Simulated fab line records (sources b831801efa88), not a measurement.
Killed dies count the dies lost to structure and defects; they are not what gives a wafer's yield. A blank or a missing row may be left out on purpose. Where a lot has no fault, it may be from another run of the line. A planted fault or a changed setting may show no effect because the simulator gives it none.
fab line records	flow sky130
[record] lots = 14	wafers = 41	last_day = 50
route steps=708 shown LI_CONTACT@378 LOCAL_INTERCONNECT@387 METAL1@449 PAD_OPEN@708
lots with no fault: from the same line, run without faults
start_h: hours from the record's opening day to when the first of the lot's shown wafers began	wait_h: time in hours since the lot's previous step	" as in the row above	L1.1+2: a single row standing in for several wafers	- no value, or no start given	* or withheld: withheld	< > ~ a bound
route shown NAME@n: a module of which the file shows steps, and the number in the route of the first	usual: average and standard deviation across the fault-free wafers	same: alike in all rows	chamber/n: place in a boat	sites: each site's reading	_std_site: their standard deviation	_edge_site: inner sites' mean taken away from outer sites' mean	radius_mm: how far each site lies from the wafer's centre	mask NAME#n: copy n	behind: the most recent tool/chamber to have shaped the wafer	hold: the reason the lot was held/the length of the hold in hours/how it ended	device: the transistor (n, p or np) that didn't switch	end of line: the same wafers' tests at the end of the route	where a step has no rows: the recipe by itself	killed: at the first sort, the dies lost to defects and structure; wafer yield is something else	map: shows each die of a wafer: x if killed, . if not, _ if none is there
set.NAME: the setting the step ran with; set.NAME@STEP: the setting that earlier step ran with	model.NAME: the simulator's own value behind a step, which no gauge read
route steps across a sampled set of lots; one table per step, one row per wafer
services: the hour from which a tool's chamber was out of use, counted from the record's first day as start_h (under 0 if before that day), plus the number of hours and why
[[steps]]
[step SKY_LI_CONTACT_STRIP_16]
[recipe] chemistry = O2/N2	power_w = 1400	pressure_mtorr = 1500	platen_temp_c = withheld	o2_flow_sccm = 3000	n2_flow_sccm = 300	overash_fraction = 0.5
[usual] chamber_pressure_mTorr = 1500.0/1.2	drypump_motor_current_A = 5.9/0.42	n2_flow_sccm = 300.0/0.89	oes_product_au = 0.377/0.0049	strip_time_to_endpoint_s = 3.52/0.032
lot.wafer	tool	chamber	start_h	wait_h	chamber_pressure_mTorr	drypump_motor_current_A	n2_flow_sccm	oes_product_au	rf_hours_counter_h	strip_time_to_endpoint_s
L346.1	plasma_asher-02	0	695.69	-	1499.0	6.0	300.2	0.370	92	3.52
L346.4	"	1	"	"	1500.5	6.5	299.8	0.373	-	3.50
L346.6	"	1	"	"	1501.4	6.5	299.2	0.376	-	3.53
L348.1	plasma_asher-02	1	703.73	-	1500.5	6.5	298.7	0.377	93	3.52
L348.2	"	0	"	"	1499.3	6.0	300.4	0.374	93	3.54
L348.6	"	1	"	"	1500.5	6.5	301.0	0.385	-	3.57
L347.2	plasma_asher-02	0	708.31	-	1499.1	6.0	300.1	0.373	94	3.51
L347.4	"	0	"	"	1499.9	6.0	299.2	0.374	-	3.52
L347.5	"	0	"	"	1500.7	6.0	300.2	0.393	-	3.61
L349.3	plasma_asher-03	0	714.23	-	1500.8	5.3	301.7	0.374	-	3.53
L349.4	"	1	"	"	1501.6	5.5	300.5	0.371	-	3.46
L349.5	"	0	"	"	1499.1	5.3	302.2	0.375	-	3.50
L350.3	plasma_asher-02	1	721.30	-	1499.5	6.5	299.7	0.375	-	3.56
L350.5	"	0	"	"	1500.3	6.0	300.0	0.384	-	3.57
L350.6	"	1	"	"	1500.4	6.5	299.3	0.369	-	3.55
L351.1	plasma_asher-02	0	724.69	-	1501.1	6.0	299.6	0.380	96	3.55
L351.3	"	0	"	"	1500.1	6.0	299.5	0.385	-	3.54
L351.5	"	0	"	"	1501.1	6.0	300.0	0.374	-	3.54
L355.1	plasma_asher-01	0	755.06	-	1499.0	5.4	298.2	0.382	33	3.55
L355.2	"	1	"	"	1499.6	6.2	299.2	0.378	33	3.58
L355.3	"	0	"	"	1501.1	5.4	298.8	0.384	-	3.57
L356.1	plasma_asher-01	0	762.28	-	1497.8	5.4	299.4	0.378	33	3.50
L356.3	"	0	"	"	1499.9	5.4	298.6	0.379	-	3.57
L356.6	"	1	"	"	1501.8	6.2	300.2	0.378	-	3.55
L358.4	plasma_asher-01	0	783.52	-	1497.9	5.4	300.2	0.378	-	3.55
L358.5	"	1	"	"	1499.0	6.1	299.7	0.379	-	3.52
L358.6	"	0	"	"	1501.2	5.4	300.0	0.382	-	3.55
L361.3	plasma_asher-03	0	806.18	-	1500.0	5.3	301.1	0.369	-	3.50
L361.4	"	1	"	"	1497.9	5.5	300.1	0.381	-	3.48
L361.5	"	0	"	"	1501.5	5.3	300.1	0.380	-	3.54
L363.3	plasma_asher-01	1	817.92	-	-	-	-	-	-	-
L363.5	"	1	"	"	-	-	-	-	-	-
L363.6	"	0	"	"	-	-	-	-	-	-
L364.1	plasma_asher-03	1	828.58	-	-	-	-	-	-	-
L364.3	"	1	"	"	-	-	-	-	-	-
L364.5	"	0	"	"	-	-	-	-	-	-
L365.2	plasma_asher-03	1	838.96	-	-	-	-	-	-	-
L365.3	"	0	"	"	-	-	-	-	-	-
L365.5	"	1	"	"	-	-	-	-	-	-
L369.3	plasma_asher-02	1	854.73	-	1499.9	6.5	298.3	0.373	-	3.51
L369.5	"	1	"	"	1498.8	6.5	300.4	0.378	-	3.48
[step SKY_LOCAL_INTERCONNECT_SPUTTER_00]
[recipe] material = TiN	target_thk_nm = 100	temp_c = 300	power_w = 6500	time_s = 83.3	chamber_pressure_pa = 0.4
[usual] substrate_temp_c = 300.02/0.18	throttle_valve_pct = 30.1/1.1
lot.wafer	tool	chamber	start_h	wait_h	substrate_temp_c	throttle_valve_pct
L346.1	pvd_sputter-02	-	696.73	0.1	300.55	29.7
L346.4	"	-	"	"	299.89	29.8
L346.6	"	-	"	"	300.11	28.7
L348.1	pvd_sputter-04	-	705.04	0.1	299.90	30.3
L348.2	"	-	"	"	299.94	31.4
L348.6	"	-	"	"	300.11	31.2
L347.2	pvd_sputter-01	-	709.53	0.1	300.50	30.1
L347.4	"	-	"	"	299.82	30.8
L347.5	"	-	"	"	299.99	30.7
L349.3	pvd_sputter-04	-	715.23	0.1	300.35	30.3
L349.4	"	-	"	"	299.76	28.5
L349.5	"	-	"	"	300.01	32.4
L350.3	pvd_sputter-01	-	722.30	0.2	299.96	28.8
L350.5	"	-	"	"	300.15	29.4
L350.6	"	-	"	"	300.44	30.1
L351.1	pvd_sputter-01	-	725.73	0.1	300.07	29.8
L351.3	"	-	"	"	300.00	30.8
L351.5	"	-	"	"	300.14	30.7
L355.1	pvd_sputter-01	-	756.10	0.2	300.08	28.8
L355.2	"	-	"	"	299.77	30.6
L355.3	"	-	"	"	299.90	30.5
L356.1	pvd_sputter-04	-	763.35	0.2	299.93	30.1
L356.3	"	-	"	"	299.74	31.3
L356.6	"	-	"	"	299.63	32.2
L358.4	pvd_sputter-04	-	784.52	0.2	300.01	30.2
L358.5	"	-	"	"	299.96	32.3
L358.6	"	-	"	"	300.03	28.3
L361.3	pvd_sputter-01	-	807.18	0.1	300.01	30.7
L361.4	"	-	"	"	299.82	30.0
L361.5	"	-	"	"	299.78	30.0
L369.3	pvd_sputter-01	-	855.75	0.1	300.12	30.5
L369.5	"	-	"	"	300.01	28.9
[step SKY_LOCAL_INTERCONNECT_CD_MEAS_11]
[recipe] target_cd_nm = 170
[usual] cd_nm = 169.9/1.4
lot.wafer	tool	chamber	start_h	wait_h	cd_nm
L346.1	cd_sem-02	-	723.50	-	169.6
L346.4	"	-	"	"	170.1
L346.6	"	-	"	"	169.0
L348.1	cd_sem-02	-	732.43	-	169.1
L348.2	"	-	"	"	169.4
L348.6	"	-	"	"	168.8
L347.2	cd_sem-01	-	737.20	-	170.4
L347.4	"	-	"	"	170.9
L347.5	"	-	"	"	170.6
L349.3	cd_sem-01	-	742.67	-	171.4
L349.4	"	-	"	"	170.9
L349.5	"	-	"	"	170.3
L350.3	cd_sem-01	-	750.02	-	171.4
L350.5	"	-	"	"	170.2
L350.6	"	-	"	"	170.3
L351.1	cd_sem-01	-	753.65	-	173.7
L351.3	"	-	"	"	173.0
L351.5	"	-	"	"	172.0
L355.1	cd_sem-02	-	782.48	-	169.2
L355.2	"	-	"	"	170.2
L355.3	"	-	"	"	169.2
L356.1	cd_sem-01	-	790.58	-	171.0
L356.3	"	-	"	"	170.9
L356.6	"	-	"	"	171.3
L358.4	cd_sem-01	-	811.89	-	168.5
L358.5	"	-	"	"	171.1
L358.6	"	-	"	"	170.9
L361.3	cd_sem-02	-	833.54	-	171.0
L361.4	"	-	"	"	170.4
L361.5	"	-	"	"	171.1
L369.3	cd_sem-01	-	881.82	-	168.7
L369.5	"	-	"	"	169.9
[step SKY_METAL1_CD_MEAS_15]
[recipe] target_cd_nm = 140
[usual] cd_nm = 139.8/1.9
lot.wafer	tool	chamber	start_h	wait_h	cd_nm
L346.1	cd_sem-01	-	781.06	-	142.4
L346.4	"	-	"	"	141.3
L346.6	"	-	"	"	140.8
L348.1	cd_sem-02	-	789.41	-	140.4
L348.2	"	-	"	"	140.8
L348.6	"	-	"	"	140.3
L347.2	cd_sem-02	-	795.00	-	136.1
L347.4	"	-	"	"	135.5
L347.5	"	-	"	"	136.2
L349.3	cd_sem-01	-	800.22	-	140.4
L349.4	"	-	"	"	139.3
L349.5	"	-	"	"	139.8
L350.3	cd_sem-02	-	808.62	-	140.7
L350.5	"	-	"	"	141.8
L350.6	"	-	"	"	141.3
L351.1	cd_sem-01	-	810.66	-	139.4
L351.3	"	-	"	"	140.6
L351.5	"	-	"	"	139.2
L355.1	cd_sem-02	-	838.33	-	141.1
L355.2	"	-	"	"	139.9
L355.3	"	-	"	"	140.6
L356.1	cd_sem-01	-	847.28	-	141.1
L356.3	"	-	"	"	140.6
L356.6	"	-	"	"	141.9
L358.4	cd_sem-02	-	867.12	-	139.5
L358.5	"	-	"	"	138.4
L358.6	"	-	"	"	137.6
L361.3	cd_sem-02	-	889.62	-	139.0
L361.4	"	-	"	"	138.5
L361.5	"	-	"	"	138.5
L369.3	cd_sem-01	-	935.60	-	141.4
L369.5	"	-	"	"	141.6
[step SKY_PAD_OPEN_PROBE_99]
[usual] killed_at_M0_to_M3 = 44/6.3	killed_at_M4_up = 3.1/1.8	killed_at_contacts = 25/5.1	killed_at_front_end = 15/4.1	killed_at_other = 0.3/0.71	killed_dies = 87/8.8	killed_on_rim = 17/3.7	killed_open = 47/6.8	killed_short = 40/6.7
[same] gross_dies = 492	killed_at_back_side = 0
lot.wafer	tool	chamber	start_h	wait_h	killed_at_M0_to_M3	killed_at_M4_up	killed_at_contacts	killed_at_front_end	killed_at_other	killed_dies	killed_on_rim	killed_open	killed_short
L363.3	prober-01	-	1179.23	0.2	41	3	434	14	0	492	96	51	39
L363.5	prober-01	-	1179.33	0.2	33	2	446	11	0	492	96	36	31
L363.6	prober-01	-	1179.38	0.2	46	1	430	15	0	492	96	49	33
L364.1	prober-02	-	1186.05	0.1	50	2	425	15	0	492	96	53	46
L364.3	prober-02	-	1186.15	0.2	43	3	430	16	0	492	96	54	26
L364.5	prober-02	-	1186.25	0.2	50	4	422	16	0	492	96	57	39
L365.2	prober-01	-	1191.72	0.1	46	3	424	18	1	492	96	51	35
L365.3	prober-01	-	1191.77	0.2	43	2	437	10	0	492	96	41	32
L365.5	prober-01	-	1191.87	0.2	31	1	442	18	0	492	96	42	35
// killed by level:class
L363.3 LI_CONTACT:area_sputter=402 CONTACT:geometric_particle:open=11 LI_CONTACT:geometric_particle:open=9 VIA2:geometric_particle:open=9 CONTACT:geometric_particle:short=7 VIA1:geometric_particle:open=7 VIA3:geometric_particle:open=6 LOCAL_INTERCONNECT:geometric_particle:short=5
L363.5 LI_CONTACT:area_sputter=425 LI_CONTACT:geometric_particle:open=6 VIA2:geometric_particle:open=6 VIA3:geometric_particle:open=6 CONTACT:geometric_particle:short=5 VIA1:geometric_particle:open=4 LOCAL_INTERCONNECT:geometric_particle:short=4 POLY_GATE:geometric_particle:short=3
L363.6 LI_CONTACT:area_sputter=410 VIA3:geometric_particle:open=11 VIA1:geometric_particle:open=9 LI_CONTACT:geometric_particle:open=8 FIELD_ISO:geometric_particle:short=7 VIA2:geometric_particle:open=6 CONTACT:geometric_particle:open=6 METAL2:geometric_particle:short=4
L364.1 LI_CONTACT:area_sputter=393 CONTACT:geometric_particle:open=13 VIA1:geometric_particle:open=13 CONTACT:geometric_particle:short=10 VIA2:geometric_particle:open=7 LI_CONTACT:geometric_particle:open=5 VIA3:geometric_particle:open=5 METAL1:geometric_particle:short=5
L364.3 LI_CONTACT:area_sputter=412 VIA1:geometric_particle:open=12 VIA3:geometric_particle:open=11 CONTACT:geometric_particle:open=7 VIA2:geometric_particle:open=6 POLY_GATE:geometric_particle:short=4 POLY_GATE:geometric_particle:open=4 LI_CONTACT:geometric_particle:open=4
L364.5 LI_CONTACT:area_sputter=396 VIA1:geometric_particle:open=14 LI_CONTACT:geometric_particle:open=9 CONTACT:geometric_particle:open=8 VIA2:geometric_particle:open=6 VIA3:geometric_particle:open=6 METAL1:geometric_particle:short=5 METAL2:geometric_particle:short=5
L365.2 LI_CONTACT:area_sputter=406 VIA1:geometric_particle:open=13 CONTACT:geometric_particle:open=8 VIA2:geometric_particle:open=7 METAL1:geometric_particle:short=6 FIELD_ISO:geometric_particle:open=5 VIA3:geometric_particle:open=5 LI_CONTACT:geometric_particle:short=4
L365.3 LI_CONTACT:area_sputter=419 LI_CONTACT:geometric_particle:open=8 METAL2:geometric_particle:short=8 VIA2:geometric_particle:open=7 VIA1:geometric_particle:open=6 CONTACT:geometric_particle:open=5 VIA3:geometric_particle:open=5 METAL3:geometric_particle:short=4
L365.5 LI_CONTACT:area_sputter=415 CONTACT:geometric_particle:open=12 VIA1:geometric_particle:open=10 CONTACT:geometric_particle:short=7 FIELD_ISO:geometric_particle:short=5 POLY_GATE:geometric_particle:open=5 VIA1:geometric_particle:short=5 METAL3:geometric_particle:short=5
[[services]]
tool	chamber	start_h	hours	kind
plasma_asher-03	-	681.79	1.5	repair
plasma_asher-03	-	701.90	4.3	pm
plasma_asher-01	-	705.87	4.0	repair
pvd_sputter-04	2	717.81	-	consumable_replace:kit
pvd_sputter-04	2	717.81	18.0	scheduled_down
pvd_sputter-04	2	717.81	18.0	vent_cycle
plasma_asher-02	-	733.75	9.0	pm
plasma_asher-02	0	733.75	9.0	vent_cycle
plasma_asher-02	1	733.75	9.0	vent_cycle
plasma_asher-02	0	742.75	-	clean
plasma_asher-02	1	742.75	-	clean
pvd_sputter-04	-	795.92	4.5	repair
pvd_sputter-02	1	799.43	-	consumable_replace:kit
pvd_sputter-02	1	799.43	18.0	scheduled_down
pvd_sputter-02	1	799.43	18.0	vent_cycle
plasma_asher-03	-	817.15	2.2	repair
pvd_sputter-02	-	820.10	6.1	repair
plasma_asher-01	-	825.64	5.8	repair
[[key]]
[first_sign] step = SKY_LI_CONTACT_STRIP_16	reading = tool_record	direction = missing
[effect] step = SKY_PAD_OPEN_PROBE_99	reading = killed_at_contacts	direction = up	sigmas = 80	usual = 25	struck = 432
[more_kills_born_at] SKY_LI_CONTACT_SPUTTER_19@pvd_sputter-01 = 2477	SKY_LI_CONTACT_SPUTTER_19@pvd_sputter-03 = 1201
met_at SKY_LI_CONTACT_STRIP_16
struck_lots L363,L364,L365
later_rows_left_out L363.3,L363.5,L363.6,L364.1,L364.3,L364.5,L365.2,L365.3,L365.5
tester_left_out L363,L364,L365
not_acting_at SKY_LOCAL_INTERCONNECT_SPUTTER_00,SKY_LOCAL_INTERCONNECT_CD_MEAS_11,SKY_METAL1_CD_MEAS_15
onset_between 806.18 817.92
[fault] kind = skipped_step_whole	tool = plasma_asher-01,plasma_asher-03	chamber = -	onset_h = 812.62	steps = SKY_LI_CONTACT_STRIP_16	scope = struck_lots_only
// tester_left_out: of these lots the tester's yield and bins aren't shown, on N5 and GAA mostly nor the transistor test; their killed dies are dies lost to structure and defects alone, not to doping, threshold or leakage, so they don't give the yield
// later_rows_left_out: the simulator's readings of these wafers behind a module that went badly wrong aren't trusted and aren't shown, but for the sort
